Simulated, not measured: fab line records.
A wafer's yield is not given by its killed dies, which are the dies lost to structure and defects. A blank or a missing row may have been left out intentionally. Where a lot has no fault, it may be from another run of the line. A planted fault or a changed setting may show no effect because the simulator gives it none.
fab line records	flow sky130
[record] lots = 5	wafers = 15	last-day = 50
route steps=708 shown VIA3@591 METAL4@598 CAP2M@603 PAD_OPEN@708
lots with no fault: from the same line, run without faults
start-h: hours from the record's first day to the start of the lot's first wafer shown	wait-h: time in hours since the lot's previous step	" unchanged from the row above	L1.1+2: a single row standing in for several wafers	- no value present, or no start provided	* or withheld: withheld	< > ~ a bound
route shown NAME@n: names a module that has steps shown in the file, with the first one's number in the route	usual: the fault-free wafers' mean and standard deviation	same: alike in all rows	chamber/n: place in a boat	sites: each site's reading	_std_site: the standard deviation of these	_edge_site: the outer-site mean with the inner-site mean subtracted	radius-mm: for every site, how far away it sits from the centre of the wafer	mask NAME#n: copy n	behind: the most recent tool/chamber to have shaped the wafer	hold: cause of the lot's hold/its duration in hours/its outcome	device: names the non-switching transistor (n, p or np)	end of line: at the end of the route, the tests of the same wafers	a step without rows: its recipe alone	killed: dies lost to structure and defects at the first sort, not the wafer's yield	map: a wafer's dies, x killed, . not, _ none there
set.NAME: the setting that was run; set.NAME@STEP: the one run at that earlier step	model.NAME: the simulator's own value behind a step, which no gauge read
lots seen at some steps along the route; tables by step, rows by wafer
services: the hour from which a tool's chamber was out of use, counted from the record's first day as start-h (under 0 if before that day), plus the number of hours and why
[[steps]]
[step SKY_VIA3_CLEAN_18]
[recipe] chemistry = IPA	time-s = 180	temp-c = 25
[step SKY_VIA3_CLEAN_19]
[recipe] chemistry = O3/DIW	dry = n2-spin
[step SKY_VIA3_SPUTTER_20]
[recipe] material = TiN	target-thk-nm = 20	chamber-pressure-pa = 5	power-w = 4000	time-s = 80
[step SKY_VIA3_CVD_21]
[recipe] material = W	target-thk-nm = 390	time-s = 117.31	temp-c = 400	pressure-torr = 40
[step SKY_VIA3_RS_MEAS_22]
[recipe] thk-meas-gauge = four-point-probe	reads = W_of_VIA3_CVD_21+TiN_of_VIA3_SPUTTER_20
[usual] VIA3_W_RS = 0.296/0.0044
lot.wafer	tool	chamber	start-h	wait-h	VIA3_W_RS[ohm/sq]
L169.3	film-metro-02	-	992.02	0.1	0.297
L169.5	"	-	"	"	0.304
L169.6	"	-	"	"	0.295
L170.1	film-metro-01	-	997.89	0.1	0.294
L170.2	"	-	"	"	0.299
L170.4	"	-	"	"	0.299
L175.2	film-metro-02	-	1033.28	0.1	0.290
L175.4	"	-	"	"	0.284
L175.6	"	-	"	"	0.296
L179.2	film-metro-02	-	1054.18	0.1	0.300
L179.3	"	-	"	"	0.302
L179.4	"	-	"	"	0.295
L184.2	film-metro-01	-	1083.57	0.1	0.286
L184.4	"	-	"	"	0.299
L184.6	"	-	"	"	0.296
[step SKY_VIA3_THK_MEAS_23]
[recipe] thk-meas-gauge = xrf	reads = W_of_VIA3_CVD_21
[usual] VIA3_W_THK = 392/6.7
lot.wafer	tool	chamber	start-h	wait-h	VIA3_W_THK[nm]
L169.3	film-metro-02	-	992.12	0.1	390
L169.5	"	-	"	"	382
L169.6	"	-	"	"	393
L170.1	film-metro-01	-	998.01	0.1	394
L170.2	"	-	"	"	385
L170.4	"	-	"	"	387
L175.2	film-metro-02	-	1033.39	0.1	405
L175.4	"	-	"	"	413
L175.6	"	-	"	"	397
L179.2	film-metro-02	-	1054.29	0.1	390
L179.3	"	-	"	"	390
L179.4	"	-	"	"	394
L184.2	film-metro-01	-	1083.68	0.1	412
L184.4	"	-	"	"	389
L184.6	"	-	"	"	397
[step SKY_VIA3_CMP_24]
[recipe] stop-on = SiO2	t-overpolish-s = 20	down-force-psi = 3.5	platen-rpm = 60	target-thk-nm = 0	pad-velocity-m-s = 0.94248
[step SKY_METAL4_SPUTTER_00]
[recipe] material = Ti	target-thk-nm = 15	power-w = 3000	time-s = 10	chamber-pressure-pa = 0.4
[usual] cathode-dc-power-W = 3000.0/0.56	throttle-valve-pct = 30.9/1.1
lot.wafer	tool	chamber	start-h	wait-h	cathode-dc-power-W	throttle-valve-pct
L169.3	pvd-sputter-01	-	992.46	0.1	3000.5	31.1
L169.5	"	-	"	"	2999.5	30.0
L169.6	"	-	"	"	3000.6	32.3
L170.1	pvd-sputter-03	-	998.37	0.2	2999.6	32.2
L170.2	"	-	"	"	3000.0	31.2
L170.4	"	-	"	"	2999.8	32.0
L175.2	pvd-sputter-02	-	1033.74	0.1	2999.6	28.2
L175.4	"	-	"	"	2999.5	28.6
L175.6	"	-	"	"	2999.0	29.2
L179.2	pvd-sputter-03	-	1054.64	0.1	2998.7	31.5
L179.3	"	-	"	"	3000.0	31.0
L179.4	"	-	"	"	2999.8	32.4
L184.2	pvd-sputter-03	-	1084.03	0.2	3000.1	32.3
L184.4	"	-	"	"	2999.9	31.3
L184.6	"	-	"	"	3000.3	31.4
[step SKY_METAL4_SPUTTER_01]
[recipe] material = TiN	target-thk-nm = 20	power-w = 6500	time-s = 16.7	chamber-pressure-pa = 0.4
[step SKY_METAL4_SPUTTER_02]
[recipe] material = AlCu	target-thk-nm = 735	power-w = 10600	time-s = 39.1	chamber-pressure-pa = 0.4
[step SKY_METAL4_SPUTTER_03]
[recipe] material = Ti	target-thk-nm = 5	power-w = 3000	time-s = 3.3	chamber-pressure-pa = 0.4
[usual] cathode-dc-power-W = 3000.0/0.54	throttle-valve-pct = 30.9/1.1
lot.wafer	tool	chamber	start-h	wait-h	cathode-dc-power-W	throttle-valve-pct
L169.3	pvd-sputter-01	-	992.55	0.0	2999.7	31.1
L169.5	"	-	"	"	3000.0	29.7
L169.6	"	-	"	"	2999.0	32.4
L170.1	pvd-sputter-03	-	998.46	0.0	2999.9	32.0
L170.2	"	-	"	"	3000.0	31.4
L170.4	"	-	"	"	3000.2	31.6
L175.2	pvd-sputter-02	-	1033.83	0.0	2999.2	28.6
L175.4	"	-	"	"	3000.6	28.8
L175.6	"	-	"	"	2999.8	29.0
L179.2	pvd-sputter-03	-	1054.72	0.0	3000.3	31.4
L179.3	"	-	"	"	3000.4	31.0
L179.4	"	-	"	"	3000.2	32.1
L184.2	pvd-sputter-03	-	1084.12	0.0	3001.2	32.0
L184.4	"	-	"	"	2999.9	31.1
L184.6	"	-	"	"	2999.6	31.4
[step SKY_METAL4_SPUTTER_04]
[recipe] material = TiN	target-thk-nm = 70	power-w = 6500	time-s = 58.3	chamber-pressure-pa = 0.4
[step SKY_CAP2M_CVD_00]
[recipe] material = SiO2	target-thk-nm = 15.5	temp-c = 400	time-s = withheld	rf-w = 450
[usual] heater-power-outer-w = 414/66	heater-power-w = 703/110
lot.wafer	tool	chamber	start-h	wait-h	heater-power-outer-w	heater-power-w	model.SiO2_of_CAP2M_CVD_00.thk-nm
L169.3	pecvd-02	0	992.62	0.0	439	699	15.58
L169.5	"	1	"	"	417	730	15.8
L169.6	"	2	"	"	386	680	15.64
L170.1	pecvd-01	0	998.52	0.0	568	997	15.52
L170.2	"	2	"	"	369	603	15.52
L170.4	"	2	"	"	379	612	15.72
L175.2	pecvd-01	1	1033.90	0.0	363	599	15.38
L175.4	"	2	"	"	408	672	15.71
L175.6	"	1	"	"	368	576	15
L179.2	pecvd-02	1	1054.79	0.0	434	759	15.23
L179.3	"	2	"	"	425	713	15.1
L179.4	"	1	"	"	437	782	15.53
L184.2	pecvd-03	0	1084.19	0.0	429	751	15.77
L184.4	"	1	"	"	415	682	16.24
L184.6	"	2	"	"	289	514	16.15
[step SKY_CAP2M_THK_MEAS_01]
[recipe] reads = SiO2_of_CAP2M_CVD_00
[usual] CAP2M_CVD_00_THK = 15.60/0.23
lot.wafer	tool	chamber	start-h	wait-h	CAP2M_CVD_00_THK[nm]
L169.3	film-metro-03	-	992.66	-	15.57
L169.5	"	-	"	"	15.80
L169.6	"	-	"	"	15.61
L170.1	film-metro-01	-	998.55	-	15.54
L170.2	"	-	"	"	15.51
L170.4	"	-	"	"	15.70
L175.2	film-metro-03	-	1033.93	-	15.37
L175.4	"	-	"	"	15.66
L175.6	"	-	"	"	15.02
L179.2	film-metro-03	-	1054.82	-	15.24
L179.3	"	-	"	"	15.09
L179.4	"	-	"	"	15.48
L184.2	film-metro-04	-	1084.22	-	15.82
L184.4	"	-	"	"	16.22
L184.6	"	-	"	"	16.09
[step SKY_CAP2M_SPUTTER_02]
[recipe] material = TiN	target-thk-nm = 200	temp-c = 300	power-w = 6500	time-s = 166.7	chamber-pressure-pa = 0.4
[usual] cathode-dc-power-W = 6500.2/1.2	throttle-valve-pct = 30.0/1.5
lot.wafer	tool	chamber	start-h	wait-h	cathode-dc-power-W	throttle-valve-pct
L169.3	pvd-sputter-04	-	992.70	0.0	6499.7	29.3
L169.5	"	-	"	"	6498.4	29.2
L169.6	"	-	"	"	6500.6	32.0
L170.1	pvd-sputter-04	-	998.61	0.1	6498.4	28.6
L170.2	"	-	"	"	6498.3	28.5
L170.4	"	-	"	"	6500.9	32.3
L175.2	pvd-sputter-04	-	1033.98	0.0	6499.8	29.2
L175.4	"	-	"	"	6500.1	32.1
L175.6	"	-	"	"	6500.9	29.1
L179.2	pvd-sputter-04	-	1054.87	0.0	6501.4	29.6
L179.3	"	-	"	"	6498.5	31.9
L179.4	"	-	"	"	6499.1	28.6
L184.2	pvd-sputter-02	-	1084.27	0.0	6499.9	28.9
L184.4	"	-	"	"	6500.6	28.3
L184.6	"	-	"	"	6499.4	29.0
[step SKY_CAP2M_RS_MEAS_03]
[recipe] thk-meas-gauge = four-point-probe	reads = TiN_of_CAP2M_SPUTTER_02
[usual] CAP2M_TIN_RS = 6.87/0.072
lot.wafer	tool	chamber	start-h	wait-h	CAP2M_TIN_RS[ohm/sq]
L169.3	film-metro-04	-	992.85	0.1	6.89
L169.5	"	-	"	"	6.93
L169.6	"	-	"	"	6.92
L170.1	film-metro-04	-	998.71	0.1	6.84
L170.2	"	-	"	"	6.94
L170.4	"	-	"	"	6.84
L175.2	film-metro-01	-	1034.11	0.1	6.86
L175.4	"	-	"	"	6.84
L175.6	"	-	"	"	6.86
L179.2	film-metro-01	-	1055.00	0.1	6.81
L179.3	"	-	"	"	6.77
L179.4	"	-	"	"	6.93
L184.2	film-metro-03	-	1084.40	0.1	6.92
L184.4	"	-	"	"	6.94
L184.6	"	-	"	"	6.91
[step SKY_CAP2M_THK_MEAS_04]
[recipe] thk-meas-gauge = xrf	reads = TiN_of_CAP2M_SPUTTER_02
[usual] CAP2M_TIN_THK = 198.5/2.3
lot.wafer	tool	chamber	start-h	wait-h	CAP2M_TIN_THK[nm]
L169.3	film-metro-04	-	992.95	0.1	197.1
L169.5	"	-	"	"	196.1
L169.6	"	-	"	"	196.5
L170.1	film-metro-04	-	998.83	0.1	197.4
L170.2	"	-	"	"	194.5
L170.4	"	-	"	"	198.6
L175.2	film-metro-01	-	1034.22	0.1	199.0
L175.4	"	-	"	"	199.1
L175.6	"	-	"	"	198.8
L179.2	film-metro-01	-	1055.11	0.1	200.5
L179.3	"	-	"	"	200.7
L179.4	"	-	"	"	196.7
L184.2	film-metro-03	-	1084.51	0.1	198.8
L184.4	"	-	"	"	197.3
L184.6	"	-	"	"	199.4
[step SKY_CAP2M_DEHYDRATE_05]
[recipe] temp-c = 200	time-s = 60
[step SKY_CAP2M_HMDS_06]
[recipe] prime-time-s = 60	prime-temp-c = 120
[step SKY_CAP2M_COAT_07]
[recipe] resist = NOVOLAK	spin-rpm = 3000	resist-thk-nm = 1140
[step SKY_CAP2M_SOFTBAKE_08]
[recipe] temp-c = 90	time-s = 60	resist = NOVOLAK
[step SKY_CAP2M_EXPOSE_09]
[recipe] mask-id = CAP2M	na = 0.6	source-shape = conventional	sigma-outer = 0.6	polarization = unpolarized	target-cd-nm = 1000	dose-mj = 159
[step SKY_CAP2M_PEB_10]
[recipe] temp-c = withheld	time-s = *	resist = NOVOLAK
[step SKY_CAP2M_DEVELOP_11]
[recipe] resist = NOVOLAK	developer = TMAH	develop-time-s = 60	dev-temp-c = 23
[step SKY_CAP2M_OVL_MEAS_12]
[usual] CAP2M_OVL = -0.5/1.4
lot.wafer	tool	chamber	start-h	wait-h	CAP2M_OVL[nm]
L169.3	overlay-02	-	1015.32	0.1	-1.1
L169.5	"	-	"	"	-1.5
L169.6	"	-	"	"	-0.2
L170.1	overlay-02	-	1021.81	0.1	0.9
L170.2	"	-	"	"	1.1
L170.4	"	-	"	"	-2.0
L175.2	overlay-01	-	1056.32	0.1	-0.2
L175.4	"	-	"	"	0.6
L175.6	"	-	"	"	-0.1
L179.2	overlay-01	-	1075.81	0.1	2.3
L179.3	"	-	"	"	1.0
L179.4	"	-	"	"	1.6
L184.2	overlay-02	-	1104.57	0.1	-0.8
L184.4	"	-	"	"	-2.7
L184.6	"	-	"	"	-0.9
[step SKY_CAP2M_METAL_ETCH_13]
[recipe] target-depth-nm = 220	stop-on = SiO2	chemistry = Cl2/BCl3	target = TiN	pressure-mtorr = 10	icp-w = 900	bias-w = 48.5	Cl2_flow_sccm = 60	bcl3-flow-sccm = 30	time-s = 62.9
[usual] drypump-motor-current-A = 6.1/0.39	oes-product-au = 0.944/0.0071	throttle-valve-pct = 21.899/0.011
lot.wafer	tool	chamber	start-h	wait-h	drypump-motor-current-A	oes-product-au	rf-hours-counter-h	throttle-valve-pct
L169.3	rie-metal-03	1	1015.37	0.0	6.8	0.941	-	21.903
L169.5	"	0	"	"	5.7	0.934	-	21.924
L169.6	"	1	"	"	6.8	0.944	-	21.896
L170.1	rie-metal-04	1	1021.85	0.0	6.5	0.949	8	21.916
L170.2	"	0	"	"	5.7	0.939	15	21.899
L170.4	"	1	"	"	6.6	0.946	-	21.915
L175.2	rie-metal-04	1	1056.35	0.0	6.6	0.950	10	21.897
L175.4	"	1	"	"	6.6	0.947	-	21.889
L175.6	"	0	"	"	5.6	0.949	-	21.895
L179.2	rie-metal-03	0	1075.84	0.0	5.7	0.948	15	21.877
L179.3	"	0	"	"	5.7	0.949	-	21.886
L179.4	"	1	"	"	6.8	0.941	-	21.898
L184.2	rie-metal-01	0	1104.60	0.0	6.2	0.929	22	21.894
L184.4	"	0	"	"	6.3	0.934	-	21.910
L184.6	"	0	"	"	6.2	0.949	-	21.896
[step SKY_CAP2M_STRIP_14]
[recipe] chemistry = O2/N2	power-w = 1400	pressure-mtorr = 1500	platen-temp-c = withheld	o2-flow-sccm = 3000	n2-flow-sccm = 300	overash-fraction = 0.5
[step SKY_CAP2M_STRIP_15]
[recipe] chemistry = post-etch-residue-remover	time-s = 1200	temp-c = 72.5
[step SKY_CAP2M_CLEAN_16]
[recipe] chemistry = IPA	time-s = 180	temp-c = 25
[step SKY_CAP2M_CLEAN_17]
[recipe] chemistry = O3/DIW	dry = n2-spin
[step SKY_METAL4_DEHYDRATE_05]
[recipe] temp-c = 200	time-s = 60
[step SKY_METAL4_HMDS_06]
[recipe] prime-time-s = 60	prime-temp-c = 120
[step SKY_METAL4_COAT_07]
[recipe] resist = BARC	temp-c = withheld	time-s = withheld	spin-rpm = 3000	resist-thk-nm = 60
[step SKY_METAL4_COAT_08]
[recipe] resist = KrF-thick	spin-rpm = 3000	resist-thk-nm = 1140
[step SKY_METAL4_SOFTBAKE_09]
[recipe] temp-c = 100	time-s = 90	resist = KrF-thick
[step SKY_METAL4_EXPOSE_10]
[recipe] mask-id = MM4	na = 0.68	source-shape = annular	sigma-inner = 0.4	sigma-outer = 0.8	target-cd-nm = 300	dose-mj = 28
[step SKY_METAL4_PEB_11]
[recipe] peb-temp-c = withheld	peb-time-s = withheld	resist = KrF-thick
[step SKY_METAL4_DEVELOP_12]
[recipe] develop-time-s = 60	resist = KrF-thick	dev-temp-c = 21
[step SKY_METAL4_CD_MEAS_13]
[recipe] target-cd-nm = 300
[usual] cd-nm = 299.6/1.5
lot.wafer	tool	chamber	start-h	wait-h	cd-nm
L169.3	cd-sem-02	-	1037.79	-	299.5
L169.5	"	-	"	"	300.4
L169.6	"	-	"	"	300.0
L170.1	cd-sem-01	-	1044.61	-	300.3
L170.2	"	-	"	"	299.2
L170.4	"	-	"	"	299.4
L175.2	cd-sem-02	-	1077.52	-	297.5
L175.4	"	-	"	"	297.0
L175.6	"	-	"	"	297.8
L179.2	cd-sem-01	-	1096.82	-	297.1
L179.3	"	-	"	"	299.3
L179.4	"	-	"	"	298.1
L184.2	cd-sem-01	-	1125.47	-	299.2
L184.4	"	-	"	"	300.5
L184.6	"	-	"	"	299.1
[step SKY_METAL4_OVL_MEAS_14]
[usual] METAL4_OVL = -2/5.1
lot.wafer	tool	chamber	start-h	wait-h	METAL4_OVL[nm]
L169.3	overlay-01	-	1037.88	0.1	1
L169.5	"	-	"	"	5
L169.6	"	-	"	"	4
L170.1	overlay-01	-	1044.73	0.1	3
L170.2	"	-	"	"	0
L170.4	"	-	"	"	-3
L175.2	overlay-02	-	1077.63	0.1	-6
L175.4	"	-	"	"	-4
L175.6	"	-	"	"	-2
L179.2	overlay-02	-	1096.93	0.1	-3
L179.3	"	-	"	"	-4
L179.4	"	-	"	"	-4
L184.2	overlay-02	-	1125.58	0.1	-2
L184.4	"	-	"	"	-3
L184.6	"	-	"	"	-1
[step SKY_METAL4_DESCUM_15]
[recipe] chemistry = O2	source-power-w = 150	bias-power-w = 0	pressure-mtorr = 10	temp-c = 40	time-s = 8
[step SKY_METAL4_ETCH_16]
[recipe] chemistry = N2/H2	target = BARC	ion-energy-ev = 200	bias-w = 100	pressure-mtorr = 30	n2-flow-sccm = 100	h2-flow-sccm = 200	icp-w = 500	stop-on = SiO2	time-s = 88.2	target-depth-a = 600
[usual] drypump-motor-current-A = 6.2/0.37	oes-product-au = 0.626/0.0045	throttle-valve-pct = 13.204/0.0087
lot.wafer	tool	chamber	start-h	wait-h	drypump-motor-current-A	oes-product-au	rf-hours-counter-h	throttle-valve-pct
L169.3	rie-metal-01	1	1038.04	0.1	6.0	0.624	-	13.199
L169.5	"	1	"	"	6.0	0.627	-	13.207
L169.6	"	1	"	"	6.0	0.624	-	13.204
L170.1	rie-metal-01	1	1044.83	0.1	5.9	0.627	15	13.214
L170.2	"	1	"	"	5.9	0.628	-	13.197
L170.4	"	1	"	"	5.9	0.629	-	13.210
L175.2	rie-metal-04	0	1077.69	0.0	5.7	0.625	19	13.207
L175.4	"	1	"	"	6.5	0.627	-	13.196
L175.6	"	0	"	"	5.7	0.630	-	13.203
L179.2	rie-metal-04	0	1096.99	0.0	5.6	0.633	20	13.201
L179.3	"	0	"	"	5.7	0.634	-	13.221
L179.4	"	1	"	"	6.5	0.625	-	13.202
L184.2	rie-metal-04	1	1125.64	0.0	6.6	0.629	15	13.208
L184.4	"	1	"	"	6.6	0.626	-	13.198
L184.6	"	0	"	"	5.7	0.633	-	13.202
[step SKY_METAL4_ETCH_17]
[recipe] target = SiO2	stop-on = TiN	chemistry = C4F8/O2/Ar	source-w = 1500	bias-w = 1200	pressure-mtorr = 40	c4f8-flow-sccm = withheld	O2_flow_sccm = 6	Ar_flow_sccm = 300	time-s = 3.9	target-depth-a = 150
[usual] oes-product-au = 0.756/0.0062
lot.wafer	tool	chamber	start-h	wait-h	oes-product-au	rf-hours-counter-h	model.etch.depth-nm
L169.3	rie-diel-02	3	1038.17	0.1	0.753	1	15.58
L169.5	"	1	"	"	0.763	-	15.8
L169.6	"	2	"	"	0.748	-	15.64
L170.1	rie-diel-02	0	1045.03	0.2	0.750	11	15.52
L170.2	"	2	"	"	0.760	12	15.52
L170.4	"	3	"	"	0.758	1	15.72
L175.2	rie-diel-02	1	1077.79	0.1	0.748	21	15.38
L175.4	"	3	"	"	0.760	2	15.71
L175.6	"	2	"	"	0.741	-	15
L179.2	rie-diel-02	1	1097.09	0.1	0.751	21	15.23
L179.3	"	2	"	"	0.745	14	15.1
L179.4	"	0	"	"	0.756	13	15.53
L184.2	rie-diel-04	1	1125.74	0.1	0.756	11	15.77
L184.4	"	2	"	"	0.776	22	16.24
L184.6	"	1	"	"	0.767	-	16.15
[step SKY_PAD_OPEN_PROBE_99]
[usual] defect-limited-yield = 82.6/1.9	killed_at_M0_to_M3 = 42/7.1	killed_at_M4_up = 3.3/1.9	killed-at-contacts = 24/5	killed-at-front-end = 15/4.7	killed-at-other = 0.3/0.61	killed-dies = 86/9.6	killed-open = 47/7.5	killed-short = 38/6.6	sort_bin_3_pad_short = 0.9/0.42	sort_bin_5_function = 10.2/1.5	sort_bin_6_memory = 6.3/1.1	sort-n-pass = 406/9.6	sort-yield-pct = 82.6/1.9
[same] gross-dies = 492	killed-at-back-side = 0	sort_bin_4_leakage[%] = 0	sort_bin_8_speed[%] = 0
lot.wafer	tool	chamber	start-h	wait-h	defect-limited-yield[%]	killed_at_M0_to_M3	killed_at_M4_up	killed-at-contacts	killed-at-front-end	killed-at-other	killed-dies	killed-open	killed-short	sort_bin_3_pad_short[%]	sort_bin_5_function[%]	sort_bin_6_memory[%]	sort-n-pass	sort-yield-pct[%]	model.etest.cap-mim2.bv-v	model.etest.cap-mim2.leak-log10-a-cm2	model.etest.cap-mim2.c-ff-um2
L169.3	prober-02	-	1127.56	0.2	80.7	47	6	23	19	0	95	50	45	1.0	10.6	7.7	397	80.7	13.99	-9.068	2.318
L169.5	prober-02	-	1127.66	0.2	81.5	42	4	32	13	0	91	50	41	0.4	11.4	6.7	401	81.5	14.39	-8.99	2.296
L169.6	prober-02	-	1127.71	0.2	80.9	55	5	20	14	0	94	48	46	0.6	10.4	8.1	398	80.9	13.74	-8.866	2.317
L170.1	prober-01	-	1133.12	0.1	80.1	49	1	34	14	0	98	52	46	1.0	11.8	7.1	394	80.1	14.01	-8.843	2.326
L170.2	prober-01	-	1133.17	0.1	78.7	39	2	32	32	0	105	51	54	1.6	13.2	6.5	387	78.7	13.74	-8.855	2.33
L170.4	prober-01	-	1133.27	0.2	80.7	48	3	28	16	0	95	48	47	1.4	11.8	6.1	397	80.7	13.59	-9.038	2.32
L175.2	prober-02	-	1162.62	0.1	80.1	49	3	30	16	0	98	54	44	1.0	11.2	7.7	394	80.1	13.31	-8.843	2.356
L175.4	prober-02	-	1162.72	0.2	78.7	63	4	27	11	0	105	60	43	1.4	11.0	8.9	387	78.7	14.21	-9.009	2.324
L175.6	prober-02	-	1162.82	0.2	82.9	43	3	26	12	0	84	53	31	0.4	11.6	5.1	408	82.9	13.34	-8.736	2.434
L179.2	prober-02	-	1179.30	0.1	81.7	43	3	21	23	0	90	51	39	0.8	10.6	6.9	402	81.7	13.71	-8.819	2.377
L179.3	prober-02	-	1179.35	0.2	78.9	60	3	27	14	0	104	69	35	0.6	13.2	7.3	388	78.9	13.05	-8.947	2.414
L179.4	prober-02	-	1179.40	0.2	79.9	39	0	35	24	1	99	55	44	1.2	12.4	6.5	393	79.9	14.36	-9.051	2.329
L184.2	prober-01	-	1200.80	0.1	81.7	47	2	17	23	1	90	53	36	0.8	11.4	6.1	402	81.7	14.14	-9.007	2.296
L184.4	prober-01	-	1200.90	0.2	82.3	51	3	20	13	0	87	43	44	1.6	10.4	5.7	405	82.3	14.19	-9.153	2.259
L184.6	prober-01	-	1201.00	0.2	81.9	44	0	27	18	0	89	57	32	0.8	9.8	7.5	403	81.9	14.39	-9.031	2.265
// killed by level:class
L169.3 VIA1:geometric-particle:open=9 CONTACT:geometric-particle:open=8 FIELD_ISO:geometric-particle:open=7 METAL1:geometric-particle:short=7 VIA2:geometric-particle:short=6 VIA3:geometric-particle:open=5 CONTACT:geometric-particle:short=5 VIA1:geometric-particle:short=5
L169.5 CONTACT:geometric-particle:open=11 VIA1:geometric-particle:open=11 LI_CONTACT:geometric-particle:open=9 METAL1:geometric-particle:short=6 VIA3:geometric-particle:open=5 LI_CONTACT:geometric-particle:short=5 FIELD_ISO:geometric-particle:short=4 POLY_GATE:geometric-particle:short=4
L169.6 VIA1:geometric-particle:open=14 METAL1:geometric-particle:short=12 CONTACT:geometric-particle:open=9 POLY_GATE:geometric-particle:open=6 LOCAL_INTERCONNECT:geometric-particle:short=6 VIA3:geometric-particle:open=6 VIA1:geometric-particle:short=5 POLY_GATE:geometric-particle:short=4
L170.1 CONTACT:geometric-particle:open=12 LI_CONTACT:geometric-particle:open=9 CONTACT:geometric-particle:short=8 VIA2:geometric-particle:open=8 VIA1:geometric-particle:short=7 VIA2:geometric-particle:short=7 METAL2:geometric-particle:short=6 VIA3:geometric-particle:open=6
L170.2 FIELD_ISO:geometric-particle:short=10 CONTACT:geometric-particle:open=10 LI_CONTACT:geometric-particle:open=8 CONTACT:geometric-particle:short=8 POLY_GATE:geometric-particle:open=7 VIA1:geometric-particle:open=7 VIA2:geometric-particle:short=6 POLY_GATE:geometric-particle:short=6
L170.4 METAL2:geometric-particle:short=12 CONTACT:geometric-particle:open=9 LI_CONTACT:geometric-particle:open=8 VIA1:geometric-particle:open=7 VIA2:geometric-particle:open=6 VIA3:geometric-particle:open=6 CONTACT:geometric-particle:short=5 VIA2:geometric-particle:short=5
L175.2 VIA1:geometric-particle:open=11 VIA3:geometric-particle:open=10 CONTACT:geometric-particle:open=8 LI_CONTACT:geometric-particle:open=7 LI_CONTACT:geometric-particle:short=6 METAL2:geometric-particle:short=6 VIA2:geometric-particle:open=6 VIA2:geometric-particle:short=6
L175.4 VIA1:geometric-particle:open=20 LI_CONTACT:geometric-particle:open=8 VIA2:geometric-particle:open=8 CONTACT:geometric-particle:open=8 VIA2:geometric-particle:short=6 FIELD_ISO:geometric-particle:open=5 LOCAL_INTERCONNECT:geometric-particle:short=5 METAL2:geometric-particle:short=5
L175.6 VIA1:geometric-particle:open=13 LI_CONTACT:geometric-particle:open=10 VIA3:geometric-particle:open=9 CONTACT:geometric-particle:open=7 METAL2:geometric-particle:short=6 FIELD_ISO:geometric-particle:open=5 LOCAL_INTERCONNECT:geometric-particle:short=5 METAL1:geometric-particle:short=4
L179.2 VIA1:geometric-particle:open=10 VIA3:geometric-particle:open=10 CONTACT:geometric-particle:open=8 FIELD_ISO:geometric-particle:open=7 POLY_GATE:geometric-particle:open=5 POLY_GATE:geometric-particle:short=5 METAL2:geometric-particle:short=5 VIA1:geometric-particle:short=5
L179.3 VIA1:geometric-particle:open=16 CONTACT:geometric-particle:open=11 LI_CONTACT:geometric-particle:open=9 VIA3:geometric-particle:open=9 VIA2:geometric-particle:open=7 METAL2:geometric-particle:short=6 FIELD_ISO:geometric-particle:open=4 LI_CONTACT:geometric-particle:short=4
L179.4 LI_CONTACT:geometric-particle:open=11 CONTACT:geometric-particle:open=9 METAL2:geometric-particle:short=9 VIA1:geometric-particle:open=7 CONTACT:geometric-particle:short=6 POLY_GATE:geometric-particle:open=5 LI_CONTACT:geometric-particle:short=5 METAL1:geometric-particle:short=5
L184.2 VIA1:geometric-particle:open=18 CONTACT:geometric-particle:open=9 VIA3:geometric-particle:open=8 POLY_GATE:geometric-particle:short=7 FIELD_ISO:geometric-particle:short=6 FIELD_ISO:geometric-particle:open=5 POLY_GATE:geometric-particle:open=4 CONTACT:geometric-particle:short=4
L184.4 METAL1:geometric-particle:short=10 CONTACT:geometric-particle:open=8 VIA1:geometric-particle:open=8 METAL2:geometric-particle:short=6 VIA3:geometric-particle:open=6 POLY_GATE:geometric-particle:open=5 LI_CONTACT:geometric-particle:open=5 VIA1:geometric-particle:short=5
L184.6 VIA1:geometric-particle:open=12 CONTACT:geometric-particle:open=11 VIA3:geometric-particle:open=8 LI_CONTACT:geometric-particle:open=7 POLY_GATE:geometric-particle:open=6 VIA2:geometric-particle:open=5 CONTACT:geometric-particle:short=5 METAL2:geometric-particle:short=5
[[services]]
tool	chamber	start-h	hours	kind
rie-diel-02	3	968.53	-	clean
rie-diel-02	3	968.53	20.0	scheduled-down
rie-diel-02	3	968.53	20.0	vent-cycle
pvd-sputter-01	-	971.69	7.0	repair
pecvd-01	2	972.08	23.6	repair
pvd-sputter-02	-	990.41	23.1	repair
rie-diel-02	-	990.58	3.1	repair
pvd-sputter-01	-	994.80	1.1	repair
rie-diel-04	0	1017.51	5.3	repair
rie-diel-02	3	1021.09	3.0	repair
pecvd-03	-	1021.59	6.0	pm
rie-metal-01	0	1026.41	19.1	repair
pecvd-03	2	1051.52	3.1	repair
pecvd-03	1	1052.64	3.8	repair
pecvd-03	0	1055.08	8.8	repair
rie-metal-04	-	1072.76	4.3	pm
pvd-sputter-04	-	1087.03	4.9	repair
pecvd-02	1	1088.69	5.5	scheduled-down
pecvd-01	1	1089.21	2.1	scheduled-down
pecvd-03	2	1089.28	2.1	scheduled-down
pecvd-01	2	1098.55	6.4	repair
pecvd-01	-	1112.35	4.2	repair
rie-diel-04	1	1118.93	3.1	repair
pecvd-03	2	1121.76	16.5	scheduled-down
[[key]]
first-sign none at tools or gauges
[model-effect] step = SKY_CAP2M_CVD_00	value = SiO2_of_CAP2M_CVD_00.thk-nm	without = 15.79	struck = 15
[model-effect] step = SKY_METAL4_ETCH_17	value = etch.depth-nm	without = 15.79	struck = 15
[model-effect] step = SKY_PAD_OPEN_PROBE_99	value = etest.cap-mim2.bv-v	without = 14.05	struck = 13.34
met-at SKY_CAP2M_CVD_00
struck-wafers L175.6
onset-between 998.52 1033.90
[fault] kind = process-parameter-drift	tool = pecvd-01	chamber = -	onset-h = 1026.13	steps = SKY_CAP2M_CVD_00	channel = target-thk-nm	offset = -0.78448	shape = step	end-h = 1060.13	scope = struck-wafers-only	acts-in = these-recipes-only	stated = 15.5
